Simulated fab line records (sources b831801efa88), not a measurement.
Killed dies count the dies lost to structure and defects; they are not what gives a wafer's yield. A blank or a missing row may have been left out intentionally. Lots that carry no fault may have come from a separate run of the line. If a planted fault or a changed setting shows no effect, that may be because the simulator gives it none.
Which tool is to blame? || flow sky130 || 33 wafers from 11 lots sampled at 6 of the route's 708 steps

## WHAT EACH GAUGE READ, for each wafer
SKY_VIA1_BOW_MEAS_03.
{"lot": "L150", "measured": "day 33 09:23", "on": "film metro-01", "VIA1_BOW (um)": "77 73 81"}
{"lot": "L149", "measured": "day 33 10:34", "on": "film metro-02", "VIA1_BOW (um)": "79 76 78"}
{"lot": "L152", "measured": "day 34 10:10", "on": "film metro-02", "VIA1_BOW (um)": "78 68 91"}
{"lot": "L153", "measured": "day 34 10:53", "on": "film metro-02", "VIA1_BOW (um)": "86 85 80"}
{"lot": "L156", "measured": "day 35 13:20", "on": "film metro-03", "VIA1_BOW (um)": "82 81 79"}
{"lot": "L158", "measured": "day 35 23:20", "on": "film metro-03", "VIA1_BOW (um)": "90 75 81"}
{"lot": "L165", "measured": "day 39 09:37", "on": "film metro-02", "VIA1_BOW (um)": "75 79 89"}
{"lot": "L168", "measured": "day 39 09:59", "on": "film metro-03", "VIA1_BOW (um)": "84 80 85"}
{"lot": "L167", "measured": "day 39 11:26", "on": "film metro-01", "VIA1_BOW (um)": "86 81 77"}
{"lot": "L169", "measured": "day 39 17:10", "on": "film metro-03", "VIA1_BOW (um)": "78 73 70"}
{"lot": "L171", "measured": "day 39 21:24", "on": "film metro-02", "VIA1_BOW (um)": "88 77 78"}

SKY_VIA1_RS_MEAS_22: uses a four-point probe to measure.
{"lot": "L150", "measured": "day 34 12:51", "on": "film metro-02", "VIA1_W_RS (ohm/sq)": "0.422 0.421 0.426"}
{"lot": "L149", "measured": "day 34 13:14", "on": "film metro-01", "VIA1_W_RS (ohm/sq)": "0.427 0.430 0.425"}
{"lot": "L152", "measured": "day 35 13:56", "on": "film metro-02", "VIA1_W_RS (ohm/sq)": "0.426 0.427 0.428"}
{"lot": "L153", "measured": "day 35 14:35", "on": "film metro-01", "VIA1_W_RS (ohm/sq)": "0.432 0.427 0.427"}
{"lot": "L156", "measured": "day 36 16:35", "on": "film metro-02", "VIA1_W_RS (ohm/sq)": "0.456 0.428 0.445 0.455 0.429 0.445"}
{"lot": "L158", "measured": "day 37 02:06", "on": "film metro-02", "VIA1_W_RS (ohm/sq)": "0.431 0.450 0.453 0.431 0.450 0.453"}
{"lot": "L165", "measured": "day 40 11:13", "on": "film metro-02", "VIA1_W_RS (ohm/sq)": "0.421 0.424 0.417"}
{"lot": "L168", "measured": "day 40 12:13", "on": "film metro-03", "VIA1_W_RS (ohm/sq)": "0.436 0.428 0.429"}
{"lot": "L167", "measured": "day 40 13:28", "on": "film metro-02", "VIA1_W_RS (ohm/sq)": "0.423 0.427 0.423"}
{"lot": "L169", "measured": "day 40 18:48", "on": "film metro-01", "VIA1_W_RS (ohm/sq)": "0.428 0.431 0.429"}
{"lot": "L171", "measured": "day 40 23:25", "on": "film metro-02", "VIA1_W_RS (ohm/sq)": "0.429 0.424 0.420"}

SKY_VIA1_THK_MEAS_23: measures by xrf.
{"lot": "L150", "measured": "day 34 12:58", "on": "film metro-02", "VIA1_W_THK (nm)": "270.7 269.9 268.3"}
{"lot": "L149", "measured": "day 34 13:20", "on": "film metro-01", "VIA1_W_THK (nm)": "269.3 263.6 267.5"}
{"lot": "L152", "measured": "day 35 14:02", "on": "film metro-02", "VIA1_W_THK (nm)": "263.8 262.8 262.6"}
{"lot": "L153", "measured": "day 35 14:41", "on": "film metro-01", "VIA1_W_THK (nm)": "264.7 268.5 268.7"}
{"lot": "L156", "measured": "day 36 18:56", "on": "film metro-02", "VIA1_W_THK (nm)": "249.9 264.3 255.1 248.9 264.2 254.5"}
{"lot": "L158", "measured": "day 37 03:45", "on": "film metro-02", "VIA1_W_THK (nm)": "265.1 251.8 252.4 264.7 254.6 251.7"}
{"lot": "L165", "measured": "day 40 11:20", "on": "film metro-02", "VIA1_W_THK (nm)": "272.1 271.1 273.7"}
{"lot": "L168", "measured": "day 40 12:19", "on": "film metro-03", "VIA1_W_THK (nm)": "261.7 266.3 265.4"}
{"lot": "L167", "measured": "day 40 13:35", "on": "film metro-02", "VIA1_W_THK (nm)": "270.7 267.2 270.1"}
{"lot": "L169", "measured": "day 40 18:55", "on": "film metro-01", "VIA1_W_THK (nm)": "267.3 264.8 265.6"}
{"lot": "L171", "measured": "day 40 23:32", "on": "film metro-02", "VIA1_W_THK (nm)": "267.5 269.2 271.2"}

SKY_METAL2_OVL_MEAS_16.
{"lot": "L150", "measured": "day 35 16:20", "on": "overlay-01", "METAL2_OVL (nm)": "-13 0 -13"}
{"lot": "L149", "measured": "day 35 16:35", "on": "overlay-02", "METAL2_OVL (nm)": "-5 -3 -6"}
{"lot": "L152", "measured": "day 36 16:48", "on": "overlay-01", "METAL2_OVL (nm)": "-2 1 -5"}
{"lot": "L153", "measured": "day 36 17:31", "on": "overlay-02", "METAL2_OVL (nm)": "7 1 6"}
{"lot": "L156", "measured": "day 37 18:52", "on": "overlay-02", "METAL2_OVL (nm)": "-1 0 5"}
{"lot": "L158", "measured": "day 38 04:53", "on": "overlay-01", "METAL2_OVL (nm)": "-2 -1 -2"}
{"lot": "L165", "measured": "day 41 12:22", "on": "overlay-02", "METAL2_OVL (nm)": "9 5 4"}
{"lot": "L168", "measured": "day 41 13:09", "on": "overlay-01", "METAL2_OVL (nm)": "-6 -3 4"}
{"lot": "L167", "measured": "day 41 14:43", "on": "overlay-02", "METAL2_OVL (nm)": "3 -1 4"}
{"lot": "L169", "measured": "day 41 19:54", "on": "overlay-02", "METAL2_OVL (nm)": "6 6 0"}
{"lot": "L171", "measured": "day 42 00:14", "on": "overlay-02", "METAL2_OVL (nm)": "3 -4 -2"}

## EACH LOT AND THE TOOL THAT RAN IT (in order: tool; ch and the chambers of the sampled wafers; start)
{"lot": "L150", "SKY_VIA1_CVD_21": "cvd w-01 ch 0,1, day 34 12:44", "SKY_METAL2_SPUTTER_04": "pvd sputter-03, day 34 13:24"}
{"lot": "L149", "SKY_VIA1_CVD_21": "cvd w-02 ch 0,1, day 34 13:07", "SKY_METAL2_SPUTTER_04": "pvd sputter-04, day 34 13:45"}
{"lot": "L152", "SKY_VIA1_CVD_21": "cvd w-02 ch 0,1, day 35 13:50", "SKY_METAL2_SPUTTER_04": "pvd sputter-03, day 35 14:31"}
{"lot": "L153", "SKY_VIA1_CVD_21": "cvd w-01 ch 0,1, day 35 14:29", "SKY_METAL2_SPUTTER_04": "pvd sputter-01, day 35 15:07"}
{"lot": "L156", "SKY_VIA1_CVD_21": "cvd w-01 ch 0,1, day 36 16:29", "SKY_METAL2_SPUTTER_04": "pvd sputter-01, day 37 01:31"}
{"lot": "L158", "SKY_VIA1_CVD_21": "cvd w-01 ch 0,1, day 37 02:01", "SKY_METAL2_SPUTTER_04": "pvd sputter-01, day 37 09:01"}
{"lot": "L165", "SKY_VIA1_CVD_21": "cvd w-02 ch 0,1, day 40 11:07", "SKY_METAL2_SPUTTER_04": "pvd sputter-04, day 40 11:47"}
{"lot": "L168", "SKY_VIA1_CVD_21": "cvd w-01 ch 0,1, day 40 12:07", "SKY_METAL2_SPUTTER_04": "pvd sputter-03, day 40 12:44"}
{"lot": "L167", "SKY_VIA1_CVD_21": "cvd w-01 ch 0,1, day 40 13:22", "SKY_METAL2_SPUTTER_04": "pvd sputter-04, day 40 14:02"}
{"lot": "L169", "SKY_VIA1_CVD_21": "cvd w-02 ch 0,1, day 40 18:41", "SKY_METAL2_SPUTTER_04": "pvd sputter-03, day 40 19:21"}
{"lot": "L171", "SKY_VIA1_CVD_21": "cvd w-01 ch 0,1, day 40 23:19", "SKY_METAL2_SPUTTER_04": "pvd sputter-01, day 40 23:59"}
- SKY_VIA1_CVD_21: deposits W, target thk 270 nm, time 80.902 s.
- SKY_METAL2_SPUTTER_04: material TiN, target thk 70 nm, time 58.3 s.

## AS READ BY THE TOOLS THEMSELVES (means over the sampled wafers that have a number; for cases with no such wafer, the mark the record gives instead)
SKY_VIA1_CVD_21.
{"lot": "L150", "tool": "cvd w-01", "chamber pressure Torr (Torr)": 39.98, "heater power w (W)": 1053}
{"lot": "L149", "tool": "cvd w-02", "chamber pressure Torr (Torr)": 39.98, "heater power w (W)": 839}
{"lot": "L152", "tool": "cvd w-02", "chamber pressure Torr (Torr)": 40.02, "heater power w (W)": 896}
{"lot": "L153", "tool": "cvd w-01", "chamber pressure Torr (Torr)": 40.02, "heater power w (W)": 1045}
{"lot": "L156", "tool": "cvd w-01", "chamber pressure Torr (Torr)": 39.97, "heater power w (W)": 1005}
{"lot": "L158", "tool": "cvd w-01", "chamber pressure Torr (Torr)": 39.98, "heater power w (W)": 1028}
{"lot": "L165", "tool": "cvd w-02", "chamber pressure Torr (Torr)": 40.00, "heater power w (W)": 896}
{"lot": "L168", "tool": "cvd w-01", "chamber pressure Torr (Torr)": 40.02, "heater power w (W)": 934}
{"lot": "L167", "tool": "cvd w-01", "chamber pressure Torr (Torr)": 40.07, "heater power w (W)": 958}
{"lot": "L169", "tool": "cvd w-02", "chamber pressure Torr (Torr)": 40.09, "heater power w (W)": 848}
{"lot": "L171", "tool": "cvd w-01", "chamber pressure Torr (Torr)": 40.00, "heater power w (W)": 942}

SKY_METAL2_SPUTTER_04.
{"lot": "L150", "tool": "pvd sputter-03", "throttle valve pct (%)": 29.8}
{"lot": "L149", "tool": "pvd sputter-04", "throttle valve pct (%)": 30.3}
{"lot": "L152", "tool": "pvd sputter-03", "throttle valve pct (%)": 28.8}
{"lot": "L153", "tool": "pvd sputter-01", "throttle valve pct (%)": 28.9}
{"lot": "L156", "tool": "pvd sputter-01", "throttle valve pct (%)": 29.6}
{"lot": "L158", "tool": "pvd sputter-01", "throttle valve pct (%)": 29.7}
{"lot": "L165", "tool": "pvd sputter-04", "throttle valve pct (%)": 32.2}
{"lot": "L168", "tool": "pvd sputter-03", "throttle valve pct (%)": 30.5}
{"lot": "L167", "tool": "pvd sputter-04", "throttle valve pct (%)": 30.2}
{"lot": "L169", "tool": "pvd sputter-03", "throttle valve pct (%)": 31.4}
{"lot": "L171", "tool": "pvd sputter-01", "throttle valve pct (%)": 29.3}

## THE ANSWER, worked out from the rows above alone
Rule: the usual values come from the lots themselves. Put in order of their means at a reading, lots are off if they are a third of the lots or fewer, leave a main group of 4 or more, and stand apart from it by a gap of 3 or more times the standard deviation of the main group's means; of several such gaps the widest counts. Not used: any main group whose means are identical at the precision the tables above print for the reading. A lot without any number at a reading at which 4 lots or more have one is off too. Any other lot the step has rows for is counted as sound. The gauges are gone through in route order, then the tools' own readings, and for those a lot's mean is taken as printed above. At the first step where some lot is off, the reading lying furthest off is the one used; lots without a number count as furthest.
Off: at SKY_VIA1_RS_MEAS_22 (VIA1_W_RS), L156, L158. For the main group the mean is 0.426 ohm/sq and the standard deviation 0.0031.
If a tool, at a process step before that reading, ran all the lots that are off and no sound lot after the first of them, it fits. The gauges at SKY_VIA1_RS_MEAS_22 are tried like those tools. No candidate that was tried fits.

## WHAT WAS PUT IN BY THE SIMULATOR
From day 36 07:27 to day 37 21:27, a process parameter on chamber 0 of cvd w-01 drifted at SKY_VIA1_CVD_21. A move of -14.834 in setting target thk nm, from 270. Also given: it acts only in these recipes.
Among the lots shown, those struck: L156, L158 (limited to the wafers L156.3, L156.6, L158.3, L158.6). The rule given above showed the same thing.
